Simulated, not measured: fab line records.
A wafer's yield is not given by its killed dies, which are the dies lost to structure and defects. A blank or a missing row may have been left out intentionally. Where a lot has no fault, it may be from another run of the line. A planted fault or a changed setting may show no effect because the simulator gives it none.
Which tool did it? -- flow sky130 -- 24 lots, 72 wafers sampled, at 5 steps of a route of 708

## WHAT THE GAUGES SHOWED, per wafer
SKY_VT_ADJUST_HVTP_OVL_MEAS_08.
lot,measured,on,VT_ADJUST_HVTP_OVL (nm)
L074,day 6 00:31,overlay-01,-0.5 -1.3 0.1
L075,day 6 07:59,overlay-01,-0.5 -0.7 -0.2
L076,day 6 12:58,overlay-02,1.5 1.0 1.2
L077,day 6 23:17,overlay-02,0.1 -0.1 -2.2
L078,day 7 07:17,overlay-02,1.2 0.9 0.9
L079,day 7 14:08,overlay-01,1.5 -0.6 1.6
L080,day 7 19:20,overlay-02,3.2 1.0 2.0
L081,day 8 01:31,overlay-02,0.1 0.7 -2.3
L082,day 8 09:08,overlay-01,1.2 -0.6 1.0
L083,day 8 13:13,overlay-02,-1.0 -1.1 -1.4
L084,day 8 20:36,overlay-02,0.4 1.1 1.1
L085,day 8 23:53,overlay-01,2.1 0.8 2.0
L086,day 9 07:34,overlay-01,1.8 -0.6 -3.1
L087,day 9 14:59,overlay-02,-1.7 -0.2 -2.0
L088,day 9 20:20,overlay-02,0.2 2.6 2.0
L089,day 9 23:53,overlay-01,2.4 1.5 0.7
L090,day 10 08:09,overlay-01,1.4 1.3 0.3
L091,day 10 15:59,overlay-01,-1.2 -1.3 -1.4
L092,day 11 00:02,overlay-01,0.3 -2.4 -0.6
L093,day 11 06:44,overlay-02,1.9 0.1 0.4
L094,day 11 09:55,overlay-02,2.6 -0.1 0.0
L095,day 11 14:41,overlay-02,-0.8 -2.1 -1.3
L096,day 11 22:41,overlay-02,-0.6 2.2 1.5
L097,day 12 06:47,overlay-02,1.2 3.3 1.8

SKY_LDD_P_OVL_MEAS_08.
lot,measured,on,LDD_P_OVL (nm)
L074,day 18 22:35,overlay-02,1.5 1.3 -1.0
L075,day 19 03:19,overlay-02,1.5 0.0 -0.3
L076,day 19 10:42,overlay-02,-0.6 1.4 -0.8
L077,day 21 12:03,overlay-01,1.6 -1.5 -0.4
L078,day 21 12:26,overlay-01,0.6 -1.1 -1.6
L079,day 21 09:41,overlay-01,-1.5 -3.0 -2.5
L080,day 21 17:56,overlay-01,-1.7 0.5 -0.7
L081,day 21 17:07,overlay-01,-0.4 -0.6 -1.2
L082,day 22 02:05,overlay-02,1.3 -0.4 1.8
L083,day 23 17:20,overlay-01,-0.6 0.8 -1.4
L084,day 23 18:59,overlay-02,0.6 -0.3 0.0
L085,day 23 20:05,overlay-02,4.4 1.0 1.7
L086,day 23 19:33,overlay-02,0.1 -0.4 1.0
L087,day 23 22:20,overlay-01,-0.4 2.2 -1.1
L088,day 24 05:05,overlay-01,-2.3 0.5 0.0
L089,day 24 04:08,overlay-02,1.0 -1.6 -1.9
L090,day 24 18:12,overlay-01,-0.2 -0.1 1.2
L091,day 24 22:29,overlay-01,-1.3 -1.3 -1.6
L092,day 25 07:50,overlay-02,-1.6 -3.2 -0.6
L093,day 26 00:23,overlay-01,-0.7 -0.2 -1.0
L094,day 25 21:59,overlay-01,-0.7 0.3 2.3
L095,day 26 01:38,overlay-01,3.1 1.1 0.5
L096,day 26 19:27,overlay-02,-0.3 -1.6 1.0
L097,day 26 20:51,overlay-02,1.1 1.8 0.5

SKY_POLY_CUT_CD_MEAS_08 targets a cd of 270 nm.
lot,measured,on,cd nm (nm)
L074,day 24 00:11,cd sem-01,270.4 270.4 270.5
L075,day 24 02:48,cd sem-01,271.7 272.1 271.1
L076,day 24 10:04,cd sem-02,269.7 267.7 268.6
L077,day 26 14:14,cd sem-01,270.6 270.2 269.8
L078,day 26 15:32,cd sem-02,268.5 268.9 269.3
L079,day 26 11:43,cd sem-01,269.7 270.5 269.2
L080,day 26 19:11,cd sem-02,267.8 267.3 266.6
L081,day 26 17:52,cd sem-01,270.4 270.6 268.5
L082,day 27 03:56,cd sem-02,271.4 269.9 271.3
L083,day 28 16:20,cd sem-01,270.9 270.7 271.6
L084,day 28 17:02,cd sem-01,272.1 272.6 272.3
L085,day 28 20:46,cd sem-02,270.8 271.4 270.9
L086,day 28 18:45,cd sem-02,270.0 269.1 269.2
L087,day 28 22:05,cd sem-02,271.1 269.1 271.0
L088,day 29 04:14,cd sem-02,265.8 267.6 267.0
L089,day 29 03:30,cd sem-01,271.6 272.1 270.6
L090,day 29 17:04,cd sem-01,268.5 269.9 271.2
L091,day 29 20:14,cd sem-02,269.7 269.3 270.3
L092,day 30 06:55,cd sem-01,269.7 270.4 268.9
L093,day 30 22:26,cd sem-02,268.9 268.3 268.7
L094,day 30 18:25,cd sem-01,270.6 271.1 270.7
L095,day 31 00:10,cd sem-02,270.6 270.2 269.7
L096,day 31 16:04,cd sem-02,268.4 267.3 268.9
L097,day 31 16:14,cd sem-02,268.8 269.6 269.6

SKY_LI_CONTACT_RS_MEAS_22: measurement is done with a four-point probe.
lot,measured,on,LI_CONTACT_W_RS (ohm/sq)
L074,day 28 23:59,film metro-01,0.286 0.286 0.277
L075,day 29 03:50,film metro-01,0.285 0.286 0.276
L076,day 29 08:05,film metro-03,0.289 0.285 0.284
L077,day 31 12:52,film metro-03,0.281 0.284 0.286
L078,day 31 13:30,film metro-04,0.287 0.288 0.285
L079,day 31 10:11,film metro-03,0.286 0.273 0.277
L080,day 31 16:11,film metro-01,0.291 0.286 0.288
L081,day 31 14:48,film metro-03,0.286 0.281 0.289
L082,day 31 23:23,film metro-04,0.288 0.278 0.277
L083,day 33 08:16,film metro-03,0.293 0.286 0.294
L084,day 33 09:40,film metro-03,0.286 0.287 0.272
L085,day 33 13:55,film metro-03,0.286 0.272 0.281
L086,day 33 12:00,film metro-04,0.281 0.290 0.292
L087,day 33 14:46,film metro-04,0.285 0.285 0.275
L088,day 33 22:05,film metro-01,0.279 0.283 0.284
L089,day 33 21:27,film metro-04,0.272 0.286 0.287
L090,day 34 07:46,film metro-03,0.287 0.272 0.269
L091,day 34 12:11,film metro-01,0.272 0.270 0.283
L092,day 34 21:07,film metro-03,0.287 0.285 0.274
L093,day 35 13:08,film metro-03,0.278 0.279 0.277
L094,day 35 09:27,film metro-01,0.281 0.276 0.269
L095,day 35 14:24,film metro-04,0.272 0.279 0.286
L096,day 36 05:43,film metro-01,0.286 0.297 0.292
L097,day 36 06:29,film metro-03,0.277 0.274 0.285

## TOOL THAT RAN EACH LOT (tool first, then ch and the chambers of the sampled wafers, then the start)
lot,SKY_FIELD_ISO_ETCH_15
L074,"rie diel-01 ch 0,1,2, day 2 04:07"
L075,"rie diel-04 ch 0,1, day 2 09:41"
L076,"rie diel-01 ch 2,3, day 2 14:58"
L077,"rie diel-03 ch 1,2,3, day 2 22:35"
L078,"rie diel-03 ch 0,3, day 3 03:17"
L079,"rie diel-03 ch 1,2,3, day 3 07:47"
L080,"rie diel-04 ch 0,2,3, day 3 14:04"
L081,"rie diel-03 ch 1,2, day 3 20:07"
L082,"rie diel-01 ch 0,2,3, day 3 23:49"
L083,"rie diel-01 ch 0,1,3, day 4 04:11"
L084,"rie diel-04 ch 0,2,3, day 4 11:07"
L085,"rie diel-03 ch 0,1,3, day 4 15:01"
L086,"rie diel-01 ch 2,3, day 4 20:07"
L087,"rie diel-03 ch 0,3, day 5 03:31"
L088,"rie diel-01 ch 0,2,3, day 5 08:26"
L089,"rie diel-04 ch 0,3, day 5 11:31"
L090,"rie diel-01 ch 1,2,3, day 5 18:41"
L091,"rie diel-03 ch 1,2,3, day 5 20:56"
L092,"rie diel-03 ch 0,1,3, day 6 02:44"
L093,"rie diel-01 ch 0,2,3, day 6 07:11"
L094,"rie diel-04 ch 2,3, day 6 14:16"
L095,"rie diel-04 ch 0,1,2, day 6 17:07"
L096,"rie diel-01 ch 1,2,3, day 7 02:05"
L097,"rie diel-04 ch 0,2,3, day 7 05:52"
- SKY_FIELD_ISO_ETCH_15: etches the open film in CHF3/O2, stops on Si, target depth 180 nm, time 72 s.

## WHAT THE TOOLS THEMSELVES READ (means of the sampled wafers that have a number; where no wafer has one, the mark that the record gives instead)
SKY_FIELD_ISO_ETCH_15.
lot,tool,chamber pressure mTorr (mTorr),drypump motor current A (A),oes product au (a.u.),throttle valve pct (%)
L074,rie diel-01,39.99,5.2,0.951,8.840
L075,rie diel-04,39.96,5.6,0.951,8.849
L076,rie diel-01,40.01,5.4,0.949,8.847
L077,rie diel-03,39.96,5.8,0.948,8.843
L078,rie diel-03,40.02,5.9,0.944,8.846
L079,rie diel-03,39.97,5.8,0.947,8.838
L080,rie diel-04,40.00,5.3,0.945,8.854
L081,rie diel-03,39.99,5.8,0.938,8.842
L082,rie diel-01,39.99,5.6,0.940,8.846
L083,rie diel-01,39.99,5.6,0.948,8.841
L084,rie diel-04,40.04,5.3,0.936,8.835
L085,rie diel-03,40.03,6.0,0.940,8.843
L086,rie diel-01,39.99,5.4,0.945,8.847
L087,rie diel-03,40.02,6.3,0.933,8.851
L088,rie diel-01,39.99,5.6,0.939,8.835
L089,rie diel-04,40.02,5.4,0.940,8.841
L090,rie diel-01,39.99,5.4,0.942,8.840
L091,rie diel-03,39.99,5.8,0.946,8.844
L092,rie diel-03,40.04,6.0,0.943,8.845
L093,rie diel-01,40.05,5.6,0.939,8.838
L094,rie diel-04,40.00,5.1,0.937,8.837
L095,rie diel-04,39.98,5.3,0.941,8.836
L096,rie diel-01,40.01,5.4,0.949,8.848
L097,rie diel-04,39.95,5.3,0.946,8.850

## THE ANSWER, worked out from the rows above alone
Rule: the usual values come from the lots themselves. Put in order of their means at a reading, lots are off if they are a third of the lots or fewer, leave a main group of 4 or more, and stand apart from it by a gap of 3 or more times the standard deviation of the main group's means; of several such gaps the widest counts. A main group whose means are all the same, to the digits that the tables above print for the reading, isn't used. A lot without any number at a reading at which 4 lots or more have one is off too. Where the step has rows for the other lots, those lots are counted as sound. First the gauges in route order, then the tools' own readings, where a lot's mean is used as printed above. At the first step where some lot is off, the reading lying furthest off is the one used; lots without a number count as furthest.
No lot is off on any of the readings shown, so nothing can be concluded from this.

## WHAT THE SIMULATOR HAD PUT IN
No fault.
